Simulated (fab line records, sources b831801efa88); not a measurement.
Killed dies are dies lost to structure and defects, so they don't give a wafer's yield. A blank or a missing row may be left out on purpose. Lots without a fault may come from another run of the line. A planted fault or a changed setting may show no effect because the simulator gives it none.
fab line records | flow sfq_line | part 2 of 2: steps 30 to 39 of 39
record lots=5 wafers=15 last_day=88
route steps=325 shown R5@214 I5@228 C5@240 M6@251
lots that met no fault: from a run of the same line without faults
start_h: hours from the record's first day to the start of the lot's first wafer shown | wait_h: hours since the lot's step before | " the same as in the row above | L1.1+2: a row that stands for several wafers | - no value, or no start given | * or withheld: withheld | < > ~ a bound
route shown NAME@n: a module of which the file shows steps, and the number in the route of the first | usual: mean/standard deviation of fault-free wafers | same: alike in all rows | chamber/n: place in a boat | sites: the reading at each site | _std_site: their standard deviation | _edge_site: outer sites' mean less inner sites' | radius_mm: how far each site lies from the wafer's centre | mask NAME#n: copy n | behind: the tool/chamber that last shaped the wafer | hold: why the lot was held/for how many hours/how that ended | device: the transistor (n, p or np) that didn't switch | end of line: the same wafers' tests at the end of the route | a step without rows: its recipe alone | killed: dies lost to structure and defects at the first sort, not the wafer's yield | map: a wafer's dies, x killed, . not, _ none there
set.NAME: the setting as run; set.NAME@STEP: as run at that earlier step | model.NAME: the simulator's own value behind a step, which no gauge read
lots at some steps of the route; a table a step, a row a wafer
services: from which hour (start_h, from the record's first day; less than 0 if before it) a tool's chamber was out of use, for how many hours, and why
## steps
# step SFQ_TRILAYER_C5_LITHO_EXPOSE_152
# recipe mask_id=C5 na=0.6 source_shape=conventional sigma_outer=0.65 target_cd_nm=500 dose_mj=21.3
# usual stage_vel_mm_s=500.05/0.23
# columns lot.wafer tool chamber start_h wait_h mask stage_vel_mm_s
L081.2 krf_scanner-01 0 1680.53 - C5#0 500.36
L081.3 " 0 " " C5#0 500.31
L081.6 " 0 " " C5#0 499.92
L083.1 krf_scanner-01 0 1687.53 - C5#0 499.81
L083.3 " 0 " " C5#0 499.93
L083.5 " 0 " " C5#0 499.84
L089.2 krf_scanner-01 0 1710.01 - C5#0 500.43
L089.3 " 0 " " C5#0 500.17
L089.6 " 0 " " C5#0 500.21
L090.1 krf_scanner-01 0 1718.21 - C5#0 500.42
L090.2 " 0 " " C5#0 499.78
L090.3 " 0 " " C5#0 499.90
L092.2 krf_scanner-01 0 1730.41 - C5#0 499.97
L092.3 " 0 " " C5#0 499.55
L092.5 " 0 " " C5#0 500.01
# step SFQ_TRILAYER_C5_LITHO_PEB_154
# recipe peb_temp_c=115 peb_time_s=60 resist=KrF
# columns lot.wafer tool chamber start_h wait_h
L081.2+3+6 litho_track-01 0 1681.56 0.8
L083.1+3+5 litho_track-04 0 1688.73 1.0
L089.2+3+6 litho_track-01 0 1711.04 0.8
L090.1+2+3 litho_track-01 0 1719.41 1.0
L092.2+3+5 litho_track-03 0 1731.44 0.8
# step SFQ_TRILAYER_C5_LITHO_DEVELOP_153
# recipe time_s=60 resist=KrF
# columns lot.wafer tool chamber start_h wait_h
L081.2+3+6 litho_track-01 0 1681.71 0.1
L083.1+3+5 litho_track-04 0 1688.88 0.1
L089.2+3+6 litho_track-01 0 1711.19 0.1
L090.1+2+3 litho_track-01 0 1719.56 0.1
L092.2+3+5 litho_track-03 0 1731.59 0.1
# step SFQ_C5_OVL_MEAS_937
# usual C5_OVL=4/4.9
# columns lot.wafer tool chamber start_h wait_h C5_OVL[nm]
L081.2 overlay-02 - 1681.84 0.1 1
L081.3 " - " " -2
L081.6 " - " " 4
L083.1 overlay-02 - 1689.03 0.1 4
L083.3 " - " " 7
L083.5 " - " " 8
L089.2 overlay-02 - 1711.32 0.1 9
L089.3 " - " " -3
L089.6 " - " " 0
L090.1 overlay-02 - 1719.71 0.1 1
L090.2 " - " " 5
L090.3 " - " " 1
L092.2 overlay-02 - 1731.72 0.1 8
L092.3 " - " " 7
L092.5 " - " " 11
# step SFQ_TRILAYER_C5_BARC_OPEN_VIA_ETCH_210
# recipe mask_material=PR chemistry=O2 target_depth_nm=125 target=BARC source_w=500 bias_w=80 pressure_mtorr=30 time_s=41.7
# usual bias_w=80.02/0.26 drypump_motor_current_A=5.6/0.34 oes_product_au=0.685/0.0043
# columns lot.wafer tool chamber start_h wait_h bias_w drypump_motor_current_A oes_product_au rf_hours_counter_h
L081.2 rie_diel-01 1 1681.87 0.0 79.75 5.8 0.686 2
L081.3 " 2 " " 79.91 6.0 0.683 17
L081.6 " 1 " " 79.46 5.8 0.689 -
L083.1 rie_diel-02 1 1689.07 0.0 79.92 4.9 0.685 5
L083.3 " 0 " " 79.83 5.5 0.687 10
L083.5 " 2 " " 80.26 5.8 0.679 -
L089.2 rie_diel-03 0 1711.35 0.0 80.35 5.3 0.681 10
L089.3 " 2 " " 80.13 6.2 0.685 0
L089.6 " 1 " " 79.87 5.7 0.680 -
L090.1 rie_diel-01 0 1719.75 0.0 80.06 5.4 0.683 20
L090.2 " 2 " " 80.13 6.0 0.684 18
L090.3 " 1 " " 80.01 5.8 0.687 3
L092.2 rie_diel-03 2 1731.75 0.0 79.53 6.2 0.695 1
L092.3 " 0 " " 80.33 5.3 0.685 10
L092.5 " 1 " " 80.13 5.7 0.685 -
# step SFQ_TRILAYER_C5_ETCH_VIA_ETCH_154
# recipe target=SiO2 mask_material=PR chemistry=CHF3 target_depth_nm=84 source_w=500 bias_w=80 pressure_mtorr=30 time_s=withheld stop_on=Nb
# usual bias_w=80.00/0.24 drypump_motor_current_A=5.6/0.34 oes_product_au=0.893/0.0073
# columns lot.wafer tool chamber start_h wait_h bias_w drypump_motor_current_A oes_product_au
L081.2 rie_diel-01 1 1681.91 0.0 80.07 5.8 0.892
L081.3 " 2 " " 80.35 6.0 0.885
L081.6 " 1 " " 79.87 5.8 0.892
L083.1 rie_diel-02 1 1689.11 0.0 80.30 4.9 0.892
L083.3 " 0 " " 80.05 5.5 0.886
L083.5 " 2 " " 80.24 5.8 0.889
L089.2 rie_diel-03 0 1711.39 0.0 79.80 5.3 0.897
L089.3 " 2 " " 80.27 6.2 0.887
L089.6 " 1 " " 79.97 5.7 0.891
L090.1 rie_diel-01 0 1719.79 0.0 80.22 5.4 0.895
L090.2 " 2 " " 79.85 6.0 0.900
L090.3 " 1 " " 79.81 5.8 0.897
L092.2 rie_diel-03 2 1731.79 0.0 80.16 6.2 0.880
L092.3 " 0 " " 80.34 5.3 0.888
L092.5 " 1 " " 79.54 5.7 0.891
# step SFQ_TRILAYER_C5_STRIP_STRIP_155
# recipe gas=O2 power_w=200 platen_temp_c=40 overash_fraction=0.65 chemistry=O2 pressure_mtorr=50
# usual drypump_motor_current_A=5.4/0.49 oes_product_au=1.000/0.008
# columns lot.wafer tool chamber start_h wait_h drypump_motor_current_A oes_product_au rf_hours_counter_h
L081.2 rie_metal-01 0 1681.95 - 5.1 1.004 42
L081.3 " 1 " " 6.7 0.999 -
L081.6 " 1 " " 6.7 1.007 -
L083.1 rie_metal-03 0 1689.15 - 5.1 1.007 40
L083.3 " 1 " " 5.2 0.998 -
L083.5 " 1 " " 5.3 0.989 -
L089.2 rie_metal-01 1 1711.44 - 6.6 1.009 23
L089.3 " 0 " " 5.1 1.006 -
L089.6 " 0 " " 5.1 0.995 -
L090.1 rie_metal-03 0 1719.84 - 5.1 1.012 45
L090.2 " 1 " " 5.2 0.997 26
L090.3 " 1 " " 5.3 1.001 -
L092.2 rie_metal-01 1 1731.84 - 6.6 1.012 24
L092.3 " 0 " " 5.1 0.996 -
L092.5 " 1 " " 6.7 0.992 -
# step SFQ_TRILAYER_C5_STRIP_SOLV_CLEAN_156
# recipe chemistry=NMP temp_c=70 time_s=600
# columns lot.wafer tool chamber start_h wait_h
L081.2+3+6 wet_bench-02 3,2,6 1682.75 0.5
L083.1+3+5 wet_bench-04 5,3,6 1689.75 0.4
L089.2+3+6 wet_bench-02 1,7,6 1712.04 0.4
L090.1+2+3 wet_bench-04 7,0,2 1720.44 0.4
L092.2+3+5 wet_bench-01 5,0,1 1732.44 0.4
# step SFQ_TRILAYER_M6_DEP_PRE_CLEAN_158
# recipe gas=Ar time_s=22.5 bias_v=250
# columns lot.wafer tool chamber start_h wait_h
L081.2+3+6 pvd_sputter-05 - 1682.95 0.0
L083.1+3+5 pvd_sputter-05 - 1689.93 0.0
L089.2+3+6 pvd_sputter-05 - 1712.23 0.0
L090.1+2+3 pvd_sputter-05 - 1720.65 0.0
L092.2+3+5 pvd_sputter-06 - 1732.61 0.0
# step SFQ_TRILAYER_M6_DEP_SPUTTER_157
# recipe material=Nb base_pressure_pa=1.33e-06 chamber_pressure_pa=0.1333 substrate_temp_c=20 target_thk_nm=200 power_w=2000 time_s=133.3
# usual throttle_valve_pct=30.4/0.98
# columns lot.wafer tool chamber start_h wait_h throttle_valve_pct
L081.2 pvd_sputter-05 - 1682.97 0.0 30.4
L081.3 " - " " 30.0
L081.6 " - " " 30.0
L083.1 pvd_sputter-05 - 1689.96 0.0 30.0
L083.3 " - " " 31.2
L083.5 " - " " 31.4
L089.2 pvd_sputter-05 - 1712.26 0.0 29.8
L089.3 " - " " 30.4
L089.6 " - " " 31.4
L090.1 pvd_sputter-05 - 1720.67 0.0 31.2
L090.2 " - " " 29.9
L090.3 " - " " 30.4
L092.2 pvd_sputter-06 - 1732.64 0.0 29.1
L092.3 " - " " 31.6
L092.5 " - " " 31.5
## services
# columns tool chamber start_h hours kind
krf_scanner-01 - 1346.45 1.3 pm
rie_metal-04 - 1379.08 0.6 repair
rie_metal-03 1 1384.04 4.1 repair
rie_metal-04 - 1392.37 6.5 repair
rie_diel-03 - 1444.24 2.8 pm
krf_scanner-01 - 1444.95 3.6 pm
rie_diel-03 3 1456.99 4.7 repair
krf_scanner-01 - 1465.11 1.0 pm
pvd_sputter-05 - 1476.77 1.1 repair
krf_scanner-01 - 1480.90 0.8 pm
rie_metal-03 1 1491.93 16.0 repair
pvd_sputter-05 - 1510.30 0.6 repair
rie_metal-04 0 1516.64 23.1 repair
krf_scanner-01 - 1523.16 1.3 pm
krf_scanner-01 - 1536.51 3.5 repair
rie_metal-04 1 1542.73 12.8 repair
krf_scanner-01 - 1601.33 11.6 pm
krf_scanner-01 - 1634.11 1.0 pm
rie_diel-03 0 1635.12 3.5 repair
rie_diel-03 0 1646.82 4.6 repair
krf_scanner-01 - 1650.78 0.8 pm
rie_metal-04 - 1698.29 0.4 repair
krf_scanner-01 - 1698.33 1.3 pm
rie_metal-04 0 1708.97 1.4 repair
